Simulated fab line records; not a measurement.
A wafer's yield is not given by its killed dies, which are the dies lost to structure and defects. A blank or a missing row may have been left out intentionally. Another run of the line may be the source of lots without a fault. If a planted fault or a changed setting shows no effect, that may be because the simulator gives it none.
A lot that was struck, set against a sound lot ; flow gf180mcu ; 17 out of 602 route steps
Sound: the wafers L223.3, L223.4, L223.6. Wafers L235.1, L235.3, L235.6 were the ones struck. Last of all comes the cause.
For every step that has rows: the tool of each side, followed by ch and its chambers, followed by its first start. Under that, the readings that differ: sound wafers ; struck wafers ; difference of the means ; sigmas: that difference in standard deviations of wafers without a fault.
alike: words and numbers the same on both sides, and readings whose means are apart by under 2 such deviations; not compared: readings that were withheld, readings missing a value for some wafer, numbers with overlapping values and no deviation given by the record, and bounds like >300 which may hide the same value.
A row with sigmas, a row that says differs or no value, or rows on one side alone: a step with any of these is where the two part. Numbers that have no deviation but don't overlap get no sigmas and don't part them. A reading missing from all wafers of one side parts the sides only when that side holds two or more wafers.

GF_STI_BOW_MEAS_00:
  sound on film metro-01 at day 3 17:02; struck on film metro-01 at day 6 05:00
  alike: INCOMING_BOW
then, 1 step without rows for these wafers: GF_STI_OXIDATION_01 (stabilise 600 s, purge 300 s, target thk 10 nm).
GF_STI_THK_MEAS_02:
  sound on film metro-02 at day 3 21:35; struck on film metro-01 at day 6 06:31
  alike: STI_OXIDATION_THK
then, 1 step without rows for these wafers: GF_STI_CVD_03 (deposits Si3N4 from DCS/NH3, target thk 207.16 nm, time 3551 s).
GF_STI_THK_MEAS_04:
  sound on film metro-02 at day 3 23:38; struck on film metro-02 at day 6 08:34
  alike: STI_CVD_03_THK
then, 5 steps without rows for these wafers: GF_STI_DEHYDRATE_05 (time 60 s); GF_STI_HMDS_06 (prime time 60 s); GF_STI_COAT_07 (resist thk 700 nm); GF_STI_SOFTBAKE_08 (time 60 s); GF_STI_EXPOSE_09 (exposes mask COMP, target cd 220 nm).
GF_STI_PEB_10: peb time 90 s.
  sound on litho track-03 ch 0, day 4 12:23; struck on litho track-04 ch 0, day 6 23:04
  alike: heater power total W, plate temp C, resist line temp C
then, 1 step without rows for these wafers: GF_STI_DEVELOP_11 (develop time 60 s).
GF_STI_CD_MEAS_12: the cd target is 220 nm.
  sound on cd sem-02 at day 4 12:42; struck on cd sem-02 at day 6 23:25
  alike: cd nm
GF_STI_ETCH_13: etches the open film in CHF3/O2, stops on Si, target depth 282.31 nm, time 112.9 s.
  sound on rie diel-03 ch 0,2,3, day 4 12:47; struck on rie diel-03 ch 0,2, day 6 23:32
  alike: drypump motor current A, oes product au, throttle valve pct
  not compared: rf hours counter h, model.STI.cd nm
GF_STI_ETCH_14: etches Si in HBr/Cl2/O2, target depth 360 nm, time 102.9 s.
  sound on rie si-02 ch 0,1,3, day 4 12:52; struck on rie si-01 ch 0,2, day 6 23:37
  alike: drypump motor current A, he backside leak sccm, oes product au, throttle valve pct
  not compared: rf hours counter h, model.STI.cd nm
GF_STI_STRIP_15: strips in O2/N2.
  sound on plasma asher-01 ch 0,1, day 4 12:58; struck on plasma asher-02 ch 0,1, day 6 23:42
  alike: drypump motor current A, heater power w, oes product au, strip time to endpoint s
  not compared: rf hours counter h
GF_PASSIVATION_PROBE_99:
  rows exist in the record for the sound wafers here (prober-01, day 32 14:01), none for the struck ones

== WHERE THEY PART ==
Only at GF_PASSIVATION_PROBE_99, as far as this record shows.

WHY: whatever the simulator had introduced
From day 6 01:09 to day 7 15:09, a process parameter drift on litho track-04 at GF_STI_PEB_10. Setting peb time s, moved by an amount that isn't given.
